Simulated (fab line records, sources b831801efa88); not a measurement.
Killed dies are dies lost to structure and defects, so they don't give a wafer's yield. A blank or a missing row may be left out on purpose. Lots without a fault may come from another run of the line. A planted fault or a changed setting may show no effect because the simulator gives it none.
fab line records | flow gf180mcu
record lots=5 wafers=15 last_day=33
route steps=602 shown V2@384 M3@409
lots that met no fault: from a run of the same line without faults
start_h: hours from the record's first day to the start of the lot's first wafer shown | wait_h: hours since the lot's step before | " the same as in the row above | L1.1+2: a row that stands for several wafers | - no value, or no start given | * or withheld: withheld | < > ~ a bound
route shown NAME@n: a module of which the file shows steps, and the number in the route of the first | usual: mean/standard deviation of fault-free wafers | same: alike in all rows | chamber/n: place in a boat | sites: the reading at each site | _std_site: their standard deviation | _edge_site: outer sites' mean less inner sites' | radius_mm: how far each site lies from the wafer's centre | mask NAME#n: copy n | behind: the tool/chamber that last shaped the wafer | hold: why the lot was held/for how many hours/how that ended | device: the transistor (n, p or np) that didn't switch | end of line: the same wafers' tests at the end of the route | a step without rows: its recipe alone | killed: dies lost to structure and defects at the first sort, not the wafer's yield | map: a wafer's dies, x killed, . not, _ none there
set.NAME: the setting as run; set.NAME@STEP: as run at that earlier step | model.NAME: the simulator's own value behind a step, which no gauge read
lots at some steps of the route; a table a step, a row a wafer
services: from which hour (start_h, from the record's first day; less than 0 if before it) a tool's chamber was out of use, for how many hours, and why
## steps
# step GF_V2_CVD_02
# recipe material=SiO2 target_thk_nm=850 precursor=TEOS temp_c=400 time_s=94.851 rf_w=600
# usual heater_power_outer_w=371/81 heater_power_w=645/120
# columns lot.wafer tool chamber start_h wait_h heater_power_outer_w heater_power_w
L074.1 pecvd-03 2 436.10 0.1 303 513
L074.3 " 2 " " 263 479
L074.4 " 2 " " 292 509
L076.1 pecvd-01 2 476.20 0.1 413 628
L076.2 " 0 " " 419 725
L076.5 " 0 " " 463 790
L081.3 pecvd-03 0 509.64 0.0 386 701
L081.5 " 1 " " 387 678
L081.6 " 2 " " 319 542
L083.2 pecvd-01 0 529.64 0.0 513 824
L083.3 " 1 " " 323 638
L083.4 " 2 " " 305 505
L093.1 pecvd-03 1 597.16 0.1 501 831
L093.2 " 0 " " 362 680
L093.3 " 2 " " 304 537
# step GF_V2_THK_MEAS_03
# recipe reads=SiO2_of_V2_CVD_02
# usual V2_CVD_02_THK=852/12
# columns lot.wafer tool chamber start_h wait_h V2_CVD_02_THK[nm]
L074.1 film_metro-03 - 436.31 0.2 851
L074.3 " - " " 865
L074.4 " - " " 870
L076.1 film_metro-02 - 476.27 0.0 838
L076.2 " - " " 841
L076.5 " - " " 846
L081.3 film_metro-02 - 509.73 0.1 850
L081.5 " - " " 864
L081.6 " - " " 877
L083.2 film_metro-03 - 529.72 0.0 837
L083.3 " - " " 840
L083.4 " - " " 854
L093.1 film_metro-03 - 597.23 0.0 842
L093.2 " - " " 846
L093.3 " - " " 850
# step GF_V2_CMP_04
# recipe material=SiO2 down_force_psi=4 platen_rpm=60 pad_velocity_m_s=0.94248
# usual motor_current_A=11.7/1.2 slurry_filter_dp_kPa=13.51/0.14 time_to_endpoint_s=80/5.5
# columns lot.wafer tool chamber start_h wait_h motor_current_A slurry_filter_dp_kPa time_to_endpoint_s
L074.1 cmp-02 0 436.37 0.1 10.3 13.52 84
L074.4 " 1 " " 11.4 13.49 83
L074.3 " 2 " " 11.9 13.42 86
L076.1 cmp-02 1 476.33 0.1 11.5 13.54 72
L076.2 " 0 " " 10.0 13.46 79
L076.5 " 1 " " 11.7 13.61 75
L081.3 cmp-01 0 510.02 0.3 12.2 13.43 80
L081.6 " 3 " " 11.3 13.66 91
L081.5 " 0 " " 11.9 13.46 85
L083.4 cmp-02 0 529.82 0.1 9.8 13.88 78
L083.2 " 1 " " 11.2 13.30 69
L083.3 " 2 " " 12.4 13.75 74
L093.2 cmp-01 0 597.29 0.0 12.1 13.53 75
L093.1 " 1 " " 14.5 13.54 73
L093.3 " 3 " " 11.1 13.66 78
# step GF_V2_BOW_MEAS_05
# recipe mode=bow
# usual V2_BOW=102/9.1
# columns lot.wafer tool chamber start_h wait_h V2_BOW[um]
L074.1 film_metro-01 - 436.67 0.2 109
L074.3 " - " " 115
L074.4 " - " " 122
L076.1 film_metro-02 - 476.63 0.2 102
L076.2 " - " " 111
L076.5 " - " " 102
L081.3 film_metro-02 - 510.31 0.2 99
L081.5 " - " " 103
L081.6 " - " " 95
L083.2 film_metro-01 - 530.09 0.2 98
L083.3 " - " " 102
L083.4 " - " " 87
L093.1 film_metro-02 - 597.67 0.3 122
L093.2 " - " " 123
L093.3 " - " " 108
# step GF_V2_DEHYDRATE_06
# recipe temp_c=200 time_s=60
# columns lot.wafer tool chamber start_h wait_h
L074.1+3+4 litho_track-03 0 448.54 11.8
L076.1+2+5 litho_track-04 0 487.99 11.3
L081.3+5+6 litho_track-02 0 521.16 10.8
L083.2+3+4 litho_track-03 0 541.26 11.1
L093.1+2+3 litho_track-03 0 607.99 10.3
# step GF_V2_HMDS_07
# recipe prime_time_s=60 prime_temp_c=120
# usual prime_temp_c=119.97/0.16
# columns lot.wafer tool chamber start_h wait_h prime_temp_c
L074.1 litho_track-03 0 448.69 0.1 119.92
L074.3 " 0 " " 119.63
L074.4 " 0 " " 119.92
L076.1 litho_track-04 0 488.14 0.1 120.06
L076.2 " 0 " " 120.24
L076.5 " 0 " " 120.05
L081.3 litho_track-02 0 521.31 0.1 120.04
L081.5 " 0 " " 120.12
L081.6 " 0 " " 120.24
L083.2 litho_track-03 0 541.41 0.1 119.95
L083.3 " 0 " " 120.08
L083.4 " 0 " " 120.00
L093.1 litho_track-03 0 608.14 0.1 119.76
L093.2 " 0 " " 119.87
L093.3 " 0 " " 119.65
# step GF_V2_COAT_08
# recipe resist=BARC temp_c=withheld time_s=withheld spin_rpm=withheld resist_thk_nm=withheld
# columns lot.wafer tool chamber start_h wait_h
L074.1+3+4 litho_track-03 0 448.84 0.1
L076.1+2+5 litho_track-04 0 488.29 0.1
L081.3+5+6 litho_track-02 0 521.46 0.1
L083.2+3+4 litho_track-03 0 541.56 0.1
L093.1+2+3 litho_track-03 0 608.29 0.1
# step GF_V2_COAT_09
# recipe resist=KrF spin_rpm=withheld resist_thk_nm=1000
# columns lot.wafer tool chamber start_h wait_h
L074.1+3+4 litho_track-03 0 - -
L076.1+2+5 litho_track-04 0 - -
L081.3+5+6 litho_track-02 0 - -
L083.2+3+4 litho_track-03 0 - -
L093.1+2+3 litho_track-03 0 - -
# step GF_V2_SOFTBAKE_10
# recipe temp_c=130 time_s=60 resist=KrF
# columns lot.wafer tool chamber start_h wait_h
L074.1+3+4 litho_track-03 0 - -
L076.1+2+5 litho_track-04 0 - -
L081.3+5+6 litho_track-02 0 - -
L083.2+3+4 litho_track-03 0 - -
L093.1+2+3 litho_track-03 0 - -
# step GF_V2_EXPOSE_11
# recipe mask_id=Via2 target_cd_nm=260 na=0.68 source_shape=conventional sigma_outer=0.6 dose_mj=38
# same sigma_outer=0.6
# columns lot.wafer tool chamber start_h wait_h mask
L074.1+3+4 krf_scanner-01 0 - - Via2#0
L076.1+2+5 krf_scanner-02 0 - - Via2#0
L081.3+5+6 krf_scanner-01 0 - - Via2#0
L083.2+3+4 krf_scanner-01 0 - - Via2#0
L093.1+2+3 krf_scanner-01 0 - - Via2#0
# step GF_V2_PEB_12
# recipe peb_temp_c=136.1 peb_time_s=90 resist=KrF
# columns lot.wafer tool chamber start_h wait_h
L074.1+3+4 litho_track-04 0 - -
L076.1+2+5 litho_track-04 0 - -
L081.3+5+6 litho_track-03 0 - -
L083.2+3+4 litho_track-04 0 - -
L093.1+2+3 litho_track-04 0 - -
# step GF_V2_DEVELOP_13
# recipe develop_time_s=60 resist=KrF dev_temp_c=21
# usual developer_temp_C=20.99/0.098
# columns lot.wafer tool chamber start_h wait_h developer_temp_C
L074.1 litho_track-04 0 461.49 0.2 21.04
L074.3 " 0 " " 21.01
L074.4 " 0 " " 21.01
L076.1 litho_track-04 0 500.19 0.2 20.93
L076.2 " 0 " " 21.08
L076.5 " 0 " " 21.01
L081.3 litho_track-03 0 532.69 0.1 21.26
L081.5 " 0 " " 20.83
L081.6 " 0 " " 20.93
L083.2 litho_track-04 0 552.86 0.2 20.74
L083.3 " 0 " " 20.96
L083.4 " 0 " " 20.98
L093.1 litho_track-04 0 618.48 0.2 20.84
L093.2 " 0 " " 20.93
L093.3 " 0 " " 20.91
# step GF_V2_CD_MEAS_14
# recipe target_cd_nm=260
# usual cd_nm=259.9/1.1
# columns lot.wafer tool chamber start_h wait_h cd_nm
L074.1 cd_sem-01 - 461.64 0.1 259.5
L074.3 " - " " 259.3
L074.4 " - " " 260.2
L076.1 cd_sem-02 - 500.34 0.1 259.5
L076.2 " - " " 260.5
L076.5 " - " " 261.1
L081.3 cd_sem-02 - 532.83 0.1 259.1
L081.5 " - " " 259.0
L081.6 " - " " 258.8
L083.2 cd_sem-01 - 553.00 0.1 260.4
L083.3 " - " " 260.3
L083.4 " - " " 260.2
L093.1 cd_sem-02 - 618.63 0.1 261.7
L093.2 " - " " 262.2
L093.3 " - " " 261.4
# step GF_V2_OVL_MEAS_15
# usual V2_OVL=0/4.9
# columns lot.wafer tool chamber start_h wait_h V2_OVL[nm]
L074.1 overlay-02 - 461.76 0.1 3
L074.3 " - " " 5
L074.4 " - " " 1
L076.1 overlay-01 - 500.46 0.1 2
L076.2 " - " " 2
L076.5 " - " " 5
L081.3 overlay-02 - 532.92 0.1 -5
L081.5 " - " " -4
L081.6 " - " " 3
L083.2 overlay-01 - 553.11 0.1 -3
L083.3 " - " " 2
L083.4 " - " " 5
L093.1 overlay-02 - 618.75 0.1 3
L093.2 " - " " -5
L093.3 " - " " -5
# step GF_V2_ETCH_16
# recipe chemistry=N2/H2 target_depth_a=withheld overetch_a=withheld time_s=withheld target=BARC ion_energy_ev=200 source_w=500 bias_w=100 pressure_mtorr=30 n2_flow_sccm=100 h2_flow_sccm=200
# usual drypump_motor_current_A=5.7/0.48 oes_product_au=0.855/0.005 throttle_valve_pct=13.225/0.0087
# columns lot.wafer tool chamber start_h wait_h drypump_motor_current_A oes_product_au throttle_valve_pct
L074.1 rie_diel-03 1 461.79 0.0 6.1 0.858 13.237
L074.3 " 3 " " 6.3 0.856 13.201
L074.4 " 0 " " 4.9 0.860 13.219
L076.1 rie_diel-02 2 500.49 0.0 5.5 0.856 13.222
L076.2 " 1 " " 6.3 0.850 13.232
L076.5 " 2 " " 5.5 0.858 13.229
L081.3 rie_diel-02 3 532.94 0.0 5.8 0.861 13.226
L081.5 " 1 " " 6.2 0.850 13.224
L081.6 " 3 " " 5.8 0.858 13.236
L083.2 rie_diel-03 1 553.14 0.0 6.1 0.855 13.222
L083.3 " 2 " " 5.9 0.860 13.230
L083.4 " 0 " " 4.9 0.867 13.224
L093.1 rie_diel-03 1 618.79 0.0 6.1 0.859 13.213
L093.2 " 3 " " 6.3 0.867 13.228
L093.3 " 2 " " 5.9 0.858 13.221
# step GF_V2_ETCH_17
# recipe chemistry=C4F8/O2/Ar mask_material=KrF target=SiO2 stop_on=TiN source_w=1500 bias_w=1200 pressure_mtorr=40 c4f8_flow_sccm=withheld O2_flow_sccm=6 Ar_flow_sccm=300 time_s=withheld target_depth_a=6300
# usual oes_product_au=0.856/0.0051
# columns lot.wafer tool chamber start_h wait_h oes_product_au
L074.1 rie_diel-03 1 - - 0.858
L074.3 " 3 " " 0.857
L074.4 " 0 " " 0.856
L076.1 rie_diel-02 2 - - 0.861
L076.2 " 1 " " 0.864
L076.5 " 2 " " 0.860
L081.3 rie_diel-02 3 - - 0.859
L081.5 " 1 " " 0.851
L081.6 " 3 " " 0.860
L083.2 rie_diel-03 1 - - 0.856
L083.3 " 2 " " 0.844
L083.4 " 0 " " 0.859
L093.1 rie_diel-03 1 - - 0.853
L093.2 " 3 " " 0.852
L093.3 " 2 " " 0.850
# step GF_V2_STRIP_18
# recipe chemistry=O2/N2 power_w=1400 pressure_mtorr=1500 platen_temp_c=250 o2_flow_sccm=3000 n2_flow_sccm=300 overash_fraction=0.5
# usual drypump_motor_current_A=5.8/0.51 heater_power_w=337/41 oes_product_au=0.594/0.0051
# columns lot.wafer tool chamber start_h wait_h drypump_motor_current_A heater_power_w oes_product_au rf_hours_counter_h
L074.1 plasma_asher-03 1 461.92 - 5.5 345 0.594 84
L074.3 " 0 " " 6.6 287 0.597 -
L074.4 " 1 " " 5.5 341 0.591 -
L076.1 plasma_asher-02 1 500.62 - 6.2 337 0.593 40
L076.2 " 0 " " 6.1 320 0.587 40
L076.5 " 0 " " 6.0 322 0.583 -
L081.3 plasma_asher-03 1 533.10 - 5.5 346 0.593 -
L081.5 " 0 " " 6.6 298 0.590 -
L081.6 " 1 " " 5.5 345 0.590 -
L083.2 plasma_asher-04 1 553.27 - 5.1 320 0.590 13
L083.3 " 0 " " 5.4 416 0.591 -
L083.4 " 1 " " 5.1 320 0.594 -
L093.1 plasma_asher-02 0 618.92 - 6.0 318 0.588 52
L093.2 " 1 " " 6.2 320 0.594 52
L093.3 " 1 " " 6.2 335 0.592 -
# step GF_V2_STRIP_19
# recipe chemistry=post_etch_residue_remover time_s=1200 temp_c=72.5
# columns lot.wafer tool chamber start_h wait_h
L074.1+3+4 wet_bench-04 0 462.02 0.1
L076.1+2+5 wet_bench-02 2 500.72 0.1
L081.3+5+6 wet_bench-04 2 533.17 0.0
L083.2+3+4 wet_bench-01 2 553.37 0.1
L093.1+2+3 wet_bench-01 0 619.02 0.1
# step GF_V2_CLEAN_20
# recipe chemistry=DIW dry=n2_spin
# columns lot.wafer tool chamber start_h wait_h
L074.1+3+4 wet_bench-01 1 462.43 0.0
L076.1+2+5 wet_bench-04 0 501.09 0.0
L081.3+5+6 wet_bench-01 3 533.54 0.0
L083.2+3+4 wet_bench-04 0 553.71 0.0
L093.1+2+3 wet_bench-04 2 619.39 0.0
# step GF_V2_SPUTTER_21
# recipe material=Ti target_thk_nm=15 chamber_pressure_pa=5 power_w=2500 substrate_temp_c=200 time_s=80.02
# usual throttle_valve_pct=30.2/1.1
# columns lot.wafer tool chamber start_h wait_h throttle_valve_pct
L074.1 pvd_sputter-04 - 462.52 0.0 30.5
L074.3 " - " " 31.4
L074.4 " - " " 31.4
L076.1 pvd_sputter-04 - 501.20 0.0 30.4
L076.2 " - " " 28.5
L076.5 " - " " 30.5
L081.3 pvd_sputter-04 - 533.64 0.0 31.1
L081.5 " - " " 30.9
L081.6 " - " " 30.3
L083.2 pvd_sputter-03 - 553.81 0.0 28.2
L083.3 " - " " 29.4
L083.4 " - " " 30.9
L093.1 pvd_sputter-02 - 619.48 0.0 29.9
L093.2 " - " " 29.8
L093.3 " - " " 31.9
# step GF_V2_SPUTTER_22
# recipe material=TiN target_thk_nm=10 chamber_pressure_pa=4.895 power_w=4000 time_s=40
# usual throttle_valve_pct=30.2/1.1
# columns lot.wafer tool chamber start_h wait_h throttle_valve_pct
L074.1 pvd_sputter-04 - 462.58 0.0 30.2
L074.3 " - " " 30.7
L074.4 " - " " 31.4
L076.1 pvd_sputter-04 - 501.26 0.0 30.5
L076.2 " - " " 28.9
L076.5 " - " " 30.1
L081.3 pvd_sputter-04 - 533.70 0.0 30.9
L081.5 " - " " 30.8
L081.6 " - " " 30.6
L083.2 pvd_sputter-03 - 553.87 0.0 28.4
L083.3 " - " " 29.5
L083.4 " - " " 30.6
L093.1 pvd_sputter-02 - 619.54 0.0 30.2
L093.2 " - " " 29.9
L093.3 " - " " 32.0
# step GF_V2_CVD_23
# recipe material=W target_thk_nm=350 time_s=104.94 temp_c=400 pressure_torr=40
# usual heater_power_outer_w=518/39 heater_power_w=876/76
# columns lot.wafer tool chamber start_h wait_h heater_power_outer_w heater_power_w
L074.1 cvd_w-01 1 462.62 0.0 550 961
L074.3 " 1 " " 545 1027
L074.4 " 0 " " 504 847
L076.1 cvd_w-01 1 501.30 0.0 561 964
L076.2 " 0 " " 509 845
L076.5 " 1 " " 562 976
L081.3 cvd_w-01 0 533.77 0.1 526 858
L081.5 " 0 " " 505 844
L081.6 " 1 " " 562 990
L083.2 cvd_w-01 1 553.91 0.0 579 980
L083.3 " 1 " " 566 1006
L083.4 " 0 " " 515 846
L093.1 cvd_w-02 0 619.58 0.0 460 773
L093.2 " 1 " " 521 854
L093.3 " 0 " " 462 777
# step GF_V2_RS_MEAS_24
# recipe thk_meas_gauge=four-point-probe reads=W_of_V2_CVD_23+TiN_of_V2_SPUTTER_22+Ti_of_V2_SPUTTER_21
# usual V2_W_RS=0.331/0.0032
# columns lot.wafer tool chamber start_h wait_h V2_W_RS[ohm/sq]
L074.1 film_metro-01 - 462.73 0.1 0.335
L074.3 " - " " 0.339
L074.4 " - " " 0.337
L076.1 film_metro-03 - 501.41 0.1 0.331
L076.2 " - " " 0.334
L076.5 " - " " 0.327
L081.3 film_metro-01 - 533.89 0.1 0.333
L081.5 " - " " 0.336
L081.6 " - " " 0.333
L083.2 film_metro-03 - 554.04 0.1 0.334
L083.3 " - " " 0.333
L083.4 " - " " 0.335
L093.1 film_metro-03 - 619.87 0.3 0.329
L093.2 " - " " 0.331
L093.3 " - " " 0.330
# step GF_V2_THK_MEAS_25
# recipe thk_meas_gauge=xrf reads=W_of_V2_CVD_23
# usual V2_W_THK=362/4.8
# columns lot.wafer tool chamber start_h wait_h V2_W_THK[nm]
L074.1 film_metro-01 - 462.85 0.1 359
L074.3 " - " " 357
L074.4 " - " " 356
L076.1 film_metro-03 - 501.53 0.1 361
L076.2 " - " " 358
L076.5 " - " " 365
L081.3 film_metro-01 - 533.99 0.1 363
L081.5 " - " " 362
L081.6 " - " " 361
L083.2 film_metro-03 - 554.15 0.1 352
L083.3 " - " " 356
L083.4 " - " " 353
L093.1 film_metro-03 - 619.99 0.1 364
L093.2 " - " " 364
L093.3 " - " " 363
# step GF_V2_CMP_26
# recipe stop_on=SiO2 down_force_psi=3.5 platen_rpm=60 t_overpolish_s=15 target_thk_nm=0 pad_velocity_m_s=0.94248
# usual motor_current_A=10.7/0.98 overpolish_run_s=15.001/0.0098 slurry_filter_dp_kPa=13.52/0.13 time_to_endpoint_s=83/3.1
# columns lot.wafer tool chamber start_h wait_h motor_current_A overpolish_run_s slurry_filter_dp_kPa time_to_endpoint_s
L074.1 cmp-02 0 462.91 0.1 9.5 15.002 13.35 86
L074.3 " 1 " " 10.7 15.000 13.14 78
L074.4 " 2 " " 12.0 14.998 13.67 82
L076.2 cmp-01 1 501.59 0.0 12.5 15.005 13.46 84
L076.1 " 0 " " 10.6 15.007 13.48 85
L076.5 " 2 " " 9.9 15.002 13.46 86
L081.3 cmp-01 0 534.08 0.1 10.6 15.019 13.50 83
L081.6 " 3 " " 10.5 15.010 13.48 80
L081.5 " 0 " " 10.9 14.989 13.61 82
L083.3 cmp-01 0 554.26 0.1 11.2 14.990 13.63 82
L083.2 " 1 " " 12.5 15.018 13.53 79
L083.4 " 2 " " 9.3 14.992 13.61 81
L093.3 cmp-01 2 620.05 0.0 9.7 15.012 13.42 83
L093.2 " 3 " " 10.7 15.007 13.27 85
L093.1 " 1 " " 12.2 15.002 13.43 85
# step GF_M3_SPUTTER_00
# recipe material=Ti target_thk_nm=37.5 arriving_ion_energy_ev=80 substrate_temp_c=200 chamber_pressure_pa=2 power_w=4000 time_s=150
# usual throttle_valve_pct=30.3/1.1
# columns lot.wafer tool chamber start_h wait_h throttle_valve_pct
L074.1 pvd_sputter-01 - 463.21 0.2 31.8
L074.3 " - " " 30.5
L074.4 " - " " 29.1
L076.1 pvd_sputter-01 - 501.89 0.1 30.0
L076.2 " - " " 30.6
L076.5 " - " " 29.3
L081.3 pvd_sputter-02 - 534.33 0.2 28.7
L081.5 " - " " 31.9
L081.6 " - " " 30.2
L083.2 pvd_sputter-04 - 554.53 0.2 30.6
L083.3 " - " " 28.7
L083.4 " - " " 31.4
L093.1 pvd_sputter-04 - 620.35 0.1 30.4
L093.2 " - " " 28.7
L093.3 " - " " 31.4
# step GF_M3_SPUTTER_01
# recipe material=TiN target_thk_nm=30 power_w=6500 time_s=25 chamber_pressure_pa=0.4
# usual throttle_valve_pct=30.3/1
# columns lot.wafer tool chamber start_h wait_h throttle_valve_pct
L074.1 pvd_sputter-01 - 463.31 0.1 31.7
L074.3 " - " " 30.8
L074.4 " - " " 29.1
L076.1 pvd_sputter-01 - 501.99 0.1 30.1
L076.2 " - " " 30.8
L076.5 " - " " 29.1
L081.3 pvd_sputter-02 - 534.43 0.1 28.6
L081.5 " - " " 31.9
L081.6 " - " " 30.2
L083.2 pvd_sputter-04 - 554.63 0.1 30.9
L083.3 " - " " 28.6
L083.4 " - " " 31.6
L093.1 pvd_sputter-04 - 620.45 0.1 30.1
L093.2 " - " " 28.8
L093.3 " - " " 31.4
# step GF_M3_SPUTTER_02
# recipe material=AlCu target_thk_nm=450 power_w=10600 time_s=23.9 chamber_pressure_pa=0.4
# usual throttle_valve_pct=30.3/1.1
# columns lot.wafer tool chamber start_h wait_h throttle_valve_pct
L074.1 pvd_sputter-01 - 463.34 0.0 31.7
L074.3 " - " " 30.6
L074.4 " - " " 29.1
L076.1 pvd_sputter-01 - 502.02 0.0 30.2
L076.2 " - " " 30.7
L076.5 " - " " 29.2
L081.3 pvd_sputter-02 - 534.46 0.0 28.5
L081.5 " - " " 31.9
L081.6 " - " " 30.1
L083.2 pvd_sputter-04 - 554.66 0.0 30.8
L083.3 " - " " 28.7
L083.4 " - " " 31.3
L093.1 pvd_sputter-04 - 620.48 0.0 30.6
L093.2 " - " " 28.7
L093.3 " - " " 31.6
# step GF_M3_SPUTTER_03
# recipe material=Ti target_thk_nm=10 substrate_temp_c=300 chamber_pressure_pa=0.3 power_w=3000 time_s=6.7
# usual throttle_valve_pct=30.3/1.1
# columns lot.wafer tool chamber start_h wait_h throttle_valve_pct
L074.1 pvd_sputter-01 - 463.37 0.0 31.5
L074.3 " - " " 30.6
L074.4 " - " " 29.4
L076.1 pvd_sputter-01 - 502.05 0.0 30.2
L076.2 " - " " 30.8
L076.5 " - " " 29.5
L081.3 pvd_sputter-02 - 534.49 0.0 28.6
L081.5 " - " " 32.1
L081.6 " - " " 30.1
L083.2 pvd_sputter-04 - 554.69 0.0 30.9
L083.3 " - " " 28.6
L083.4 " - " " 31.4
L093.1 pvd_sputter-04 - 620.51 0.0 30.4
L093.2 " - " " 28.8
L093.3 " - " " 31.4
# step GF_M3_SPUTTER_04
# recipe material=TiN target_thk_nm=50 power_w=6500 time_s=41.7 chamber_pressure_pa=0.4
# usual throttle_valve_pct=30.3/1
# columns lot.wafer tool chamber start_h wait_h throttle_valve_pct
L074.1 pvd_sputter-01 - 463.39 0.0 31.7
L074.3 " - " " 30.6
L074.4 " - " " 29.1
L076.1 pvd_sputter-01 - 502.08 0.0 30.1
L076.2 " - " " 30.4
L076.5 " - " " 28.9
L081.3 pvd_sputter-02 - 534.51 0.0 28.2
L081.5 " - " " 32.0
L081.6 " - " " 30.2
L083.2 pvd_sputter-04 - 554.71 0.0 31.1
L083.3 " - " " 28.9
L083.4 " - " " 31.5
L093.1 pvd_sputter-04 - 620.53 0.0 30.2
L093.2 " - " " 28.7
L093.3 " - " " 31.3
# step GF_M3_RS_MEAS_05
# recipe thk_meas_gauge=four-point-probe reads=TiN_of_M3_SPUTTER_04+Ti_of_M3_SPUTTER_03+AlCu_of_M3_SPUTTER_02+TiN_of_M3_SPUTTER_01+Ti_of_M3_SPUTTER_00
# usual M3_ALCU_RS=0.0697/0.00075
# columns lot.wafer tool chamber start_h wait_h M3_ALCU_RS[ohm/sq]
L074.1 film_metro-01 - 463.43 0.0 0.0703
L074.3 " - " " 0.0700
L074.4 " - " " 0.0695
L076.1 film_metro-01 - 502.12 0.0 0.0696
L076.2 " - " " 0.0702
L076.5 " - " " 0.0697
L081.3 film_metro-04 - 534.59 0.1 0.0710
L081.5 " - " " 0.0695
L081.6 " - " " 0.0710
L083.2 film_metro-04 - 554.77 0.0 0.0689
L083.3 " - " " 0.0688
L083.4 " - " " 0.0689
L093.1 film_metro-04 - 620.63 0.1 0.0695
L093.2 " - " " 0.0697
L093.3 " - " " 0.0697
# step GF_M3_THK_MEAS_06
# recipe thk_meas_gauge=xrf reads=AlCu_of_M3_SPUTTER_02
# usual M3_ALCU_THK=445/5
# columns lot.wafer tool chamber start_h wait_h M3_ALCU_THK[nm]
L074.1 film_metro-01 - 463.55 0.1 442
L074.3 " - " " 441
L074.4 " - " " 449
L076.1 film_metro-01 - 502.24 0.1 442
L076.2 " - " " 441
L076.5 " - " " 441
L081.3 film_metro-04 - 534.69 0.1 439
L081.5 " - " " 447
L081.6 " - " " 439
L083.2 film_metro-04 - 554.88 0.1 451
L083.3 " - " " 451
L083.4 " - " " 447
L093.1 film_metro-04 - 620.75 0.1 447
L093.2 " - " " 448
L093.3 " - " " 446
# step GF_M3_DEHYDRATE_07
# recipe temp_c=200 time_s=60
# columns lot.wafer tool chamber start_h wait_h
L074.1+3+4 litho_track-01 0 474.86 11.3
L076.1+2+5 litho_track-01 0 513.30 11.1
L081.3+5+6 litho_track-04 0 545.78 11.1
L083.2+3+4 litho_track-04 0 565.61 10.7
L093.1+2+3 litho_track-04 0 630.93 10.2
# step GF_M3_HMDS_08
# recipe prime_time_s=60 prime_temp_c=120
# usual prime_temp_c=120.01/0.12
# columns lot.wafer tool chamber start_h wait_h prime_temp_c
L074.1 litho_track-01 0 475.01 0.1 120.16
L074.3 " 0 " " 120.13
L074.4 " 0 " " 120.07
L076.1 litho_track-01 0 513.45 0.1 120.07
L076.2 " 0 " " 119.92
L076.5 " 0 " " 120.15
L081.3 litho_track-04 0 545.93 0.1 119.94
L081.5 " 0 " " 119.86
L081.6 " 0 " " 120.03
L083.2 litho_track-04 0 565.76 0.1 120.15
L083.3 " 0 " " 120.13
L083.4 " 0 " " 120.04
L093.1 litho_track-04 0 631.08 0.1 120.00
L093.2 " 0 " " 120.19
L093.3 " 0 " " 119.88
# step GF_M3_COAT_09
# recipe resist=KrF spin_rpm=withheld resist_thk_nm=1000
# columns lot.wafer tool chamber start_h wait_h
L074.1+3+4 litho_track-01 0 475.16 0.1
L076.1+2+5 litho_track-01 0 513.60 0.1
L081.3+5+6 litho_track-04 0 546.08 0.1
L083.2+3+4 litho_track-04 0 565.91 0.1
L093.1+2+3 litho_track-04 0 631.23 0.1
# step GF_M3_SOFTBAKE_10
# recipe temp_c=130 time_s=60 resist=KrF
# columns lot.wafer tool chamber start_h wait_h
L074.1+3+4 litho_track-01 0 475.31 0.1
L076.1+2+5 litho_track-01 0 513.75 0.1
L081.3+5+6 litho_track-04 0 546.23 0.1
L083.2+3+4 litho_track-04 0 566.06 0.1
L093.1+2+3 litho_track-04 0 631.38 0.1
# step GF_M3_EXPOSE_11
# recipe mask_id=Metal3 target_cd_nm=280 na=0.68 source_shape=conventional sigma_outer=0.6 dose_mj=28
# same sigma_outer=0.6
# columns lot.wafer tool chamber start_h wait_h mask
L074.1+3+4 krf_scanner-01 0 - - Metal3#0
L076.1+2+5 krf_scanner-02 0 - - Metal3#0
L081.3+5+6 krf_scanner-02 0 - - Metal3#0
L083.2+3+4 krf_scanner-02 0 - - Metal3#0
L093.1+2+3 krf_scanner-02 0 - - Metal3#0
# step GF_M3_PEB_12
# recipe peb_temp_c=135 peb_time_s=90 resist=KrF
# columns lot.wafer tool chamber start_h wait_h
L074.1+3+4 litho_track-01 0 - -
L076.1+2+5 litho_track-04 0 - -
L081.3+5+6 litho_track-04 0 - -
L083.2+3+4 litho_track-04 0 - -
L093.1+2+3 litho_track-04 0 - -
# step GF_M3_DEVELOP_13
# recipe develop_time_s=60 dev_temp_c=21
# usual developer_temp_C=20.97/0.099
# columns lot.wafer tool chamber start_h wait_h developer_temp_C
L074.1 litho_track-01 0 486.91 0.2 21.13
L074.3 " 0 " " 21.15
L074.4 " 0 " " 21.05
L076.1 litho_track-04 0 524.78 0.2 20.95
L076.2 " 0 " " 20.92
L076.5 " 0 " " 20.88
L081.3 litho_track-04 0 556.93 0.1 20.87
L081.5 " 0 " " 20.83
L081.6 " 0 " " 20.88
L083.2 litho_track-04 0 576.96 0.2 20.81
L083.3 " 0 " " 20.88
L083.4 " 0 " " 20.88
L093.1 litho_track-04 0 640.58 0.2 20.87
L093.2 " 0 " " 20.85
L093.3 " 0 " " 20.94
# step GF_M3_CD_MEAS_14
# recipe target_cd_nm=280
# usual cd_nm=279.6/1.3
# columns lot.wafer tool chamber start_h wait_h cd_nm
L074.1 cd_sem-02 - 487.06 0.1 278.0
L074.3 " - " " 279.5
L074.4 " - " " 278.5
L076.1 cd_sem-02 - 524.93 0.1 279.7
L076.2 " - " " 280.3
L076.5 " - " " 280.1
L081.3 cd_sem-01 - 557.07 0.1 280.2
L081.5 " - " " 279.0
L081.6 " - " " 280.2
L083.2 cd_sem-01 - 577.10 0.1 281.4
L083.3 " - " " 280.8
L083.4 " - " " 280.6
L093.1 cd_sem-02 - 640.73 0.1 281.1
L093.2 " - " " 278.9
L093.3 " - " " 279.6
## services
# columns tool chamber start_h hours kind
rie_diel-03 - 413.72 0.7 repair
wet_bench-04 - 429.89 2.4 repair
pvd_sputter-04 - 431.44 1.6 repair
pvd_sputter-04 - 436.77 1.8 repair
krf_scanner-02 - 443.15 0.8 pm
pvd_sputter-02 - 445.71 32.1 repair
krf_scanner-02 - 447.76 1.0 pm
krf_scanner-02 - 462.91 1.3 pm
cmp-01 - 465.52 2.4 repair
krf_scanner-01 - 466.32 1.0 pm
pvd_sputter-02 - 473.24 0.8 repair
krf_scanner-01 - 478.81 1.3 pm
pvd_sputter-02 - 479.52 6.8 repair
krf_scanner-02 - 498.40 3.6 pm
pvd_sputter-02 - 530.37 2.5 repair
pvd_sputter-01 - 539.85 2.2 repair
pvd_sputter-04 - 540.96 4.4 repair
cmp-01 - 548.15 1.6 repair
cmp-01 - 556.19 4.0 pm
pvd_sputter-02 - 561.33 5.5 repair
cmp-01 - 577.82 1.6 repair
rie_diel-03 3 593.50 6.9 repair
rie_diel-03 0 599.70 8.5 repair
cmp-01 - 605.23 4.0 pm
## key
fault none
